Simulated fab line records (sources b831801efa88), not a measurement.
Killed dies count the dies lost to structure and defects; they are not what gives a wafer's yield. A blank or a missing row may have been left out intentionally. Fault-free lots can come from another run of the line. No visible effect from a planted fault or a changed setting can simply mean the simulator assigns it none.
Which of the tools did it?	flow sky130	12 lots, 36 wafers sampled, at 3 steps of a route of 708

== WHAT EACH GAUGE READ, for each wafer ==
SKY_VIA1_THK_MEAS_01. Usual: VIA1_HDPCVD_THK gives 1028 nm (standard deviation 9.2).
lot	measured	on	VIA1_HDPCVD_THK (nm)	flag
L352	day 30 16:50	film-metro-02	1021 1035 1033	
L353	day 30 17:31	film-metro-04	1008 1017 1022	
L356	day 31 10:38	film-metro-01	1031 1033 1037	
L358	day 31 20:08	film-metro-01	1017 1036 1021	
L361	day 32 23:38	film-metro-02	1022 1024 1019	
L365	day 33 22:00	film-metro-01	1041 1025 1029	
L372	day 42 21:02	film-metro-04	1019 1028 1037	
L370	day 43 01:34	film-metro-01	1000 1023 1012	
L371	day 43 02:51	film-metro-01	1029 1028 1023	
L373	day 43 03:48	film-metro-02	1026 1031 1010	
L374	day 43 04:22	film-metro-02	1018 1028 1013	
L375	day 43 05:59	film-metro-01	1035 1020 1022	

SKY_VIA1_BOW_MEAS_03. Usual: VIA1_BOW gives 80 um (standard deviation 7.3).
lot	measured	on	VIA1_BOW (um)	flag
L352	day 30 17:12	film-metro-02	73 85 60	
L353	day 30 17:53	film-metro-02	78 80 74	
L356	day 31 11:01	film-metro-01	87 79 91	
L358	day 31 20:29	film-metro-02	98 81 92	
L361	day 33 00:01	film-metro-02	87 82 78	
L365	day 33 22:22	film-metro-02	78 79 68	
L372	day 42 21:25	film-metro-04	87 84 65	
L370	day 43 01:56	film-metro-01	72 80 86	
L371	day 43 03:28	film-metro-02	89 79 76	
L373	day 43 04:40	film-metro-04	73 91 78	
L374	day 43 04:47	film-metro-02	84 90 72	
L375	day 43 06:21	film-metro-04	72 95 76	

== WHAT TOOL EACH LOT RAN ON (gives the tool, then ch and the chambers of the sampled wafers, and finally the start) ==
lot	SKY_METAL1_DESCUM_17
L352	rie-metal-02 ch 0,1, day 30 15:56
L353	rie-metal-04 ch 1, day 30 16:35
L356	rie-metal-02 ch 0,1, day 31 09:43
L358	rie-metal-03 ch 0,1, day 31 19:14
L361	rie-metal-04 ch 1, day 32 22:44
L365	rie-metal-03 ch 0,1, day 33 21:04
L372	rie-metal-03 ch 0,1, day 42 20:08
L370	rie-metal-02 ch 0,1, day 43 00:37
L371	rie-metal-04 ch 0, day 43 01:55
L373	rie-metal-03 ch 0,1, day 43 02:53
L374	rie-metal-04 ch 0,1, day 43 03:02
L375	rie-metal-03 ch 0, day 43 04:38
- SKY_METAL1_DESCUM_17: chemistry O2, time 8 s.

== AS READ BY THE TOOLS THEMSELVES (means over the sampled wafers that have a number; for cases with no such wafer, the mark the record gives instead) ==
SKY_METAL1_DESCUM_17. Usual: drypump-motor-current-A 5.9 A, standard deviation 0.5; he-backside-leak-sccm 3.36 sccm, standard deviation 0.19; oes-product-au 0.997 a.u., standard deviation 0.0092.
lot	tool	drypump-motor-current-A (A)	he-backside-leak-sccm (sccm)	oes-product-au (a.u.)	flag
L352	rie-metal-02	6.2	3.39	1.003	
L353	rie-metal-04	5.6	3.34	1.013	
L356	rie-metal-02	6.3	3.49	0.997	
L358	rie-metal-03	5.3	3.30	0.995	
L361	rie-metal-04	5.7	3.09	1.014	
L365	rie-metal-03	5.4	3.21	1.002	
L372	rie-metal-03	5.4	3.25	0.990	
L370	rie-metal-02	6.2	3.34	0.997	
L371	rie-metal-04	6.5	3.42	0.987	
L373	rie-metal-03	5.4	3.29	0.996	
L374	rie-metal-04	6.2	3.33	0.996	
L375	rie-metal-03	5.1	3.46	0.988	

== THE ANSWER, worked out from the rows above alone ==
Rule: lot off if the mean of its wafers having a number is beyond 3 standard deviations from the usual mean. Also off: a lot with no number at a reading for which 4 or more lots have one. Any other lot the step has rows for is counted as sound. The gauges are gone through in route order, then the tools' own readings, and for those a lot's mean is taken as printed above. The first step at which some lot is off is used, and at that step the reading that is off furthest; a lot without a number counts as furthest.
No lot is off on any of the readings shown, so nothing can be concluded from this.

== WHAT WAS PUT IN BY THE SIMULATOR ==
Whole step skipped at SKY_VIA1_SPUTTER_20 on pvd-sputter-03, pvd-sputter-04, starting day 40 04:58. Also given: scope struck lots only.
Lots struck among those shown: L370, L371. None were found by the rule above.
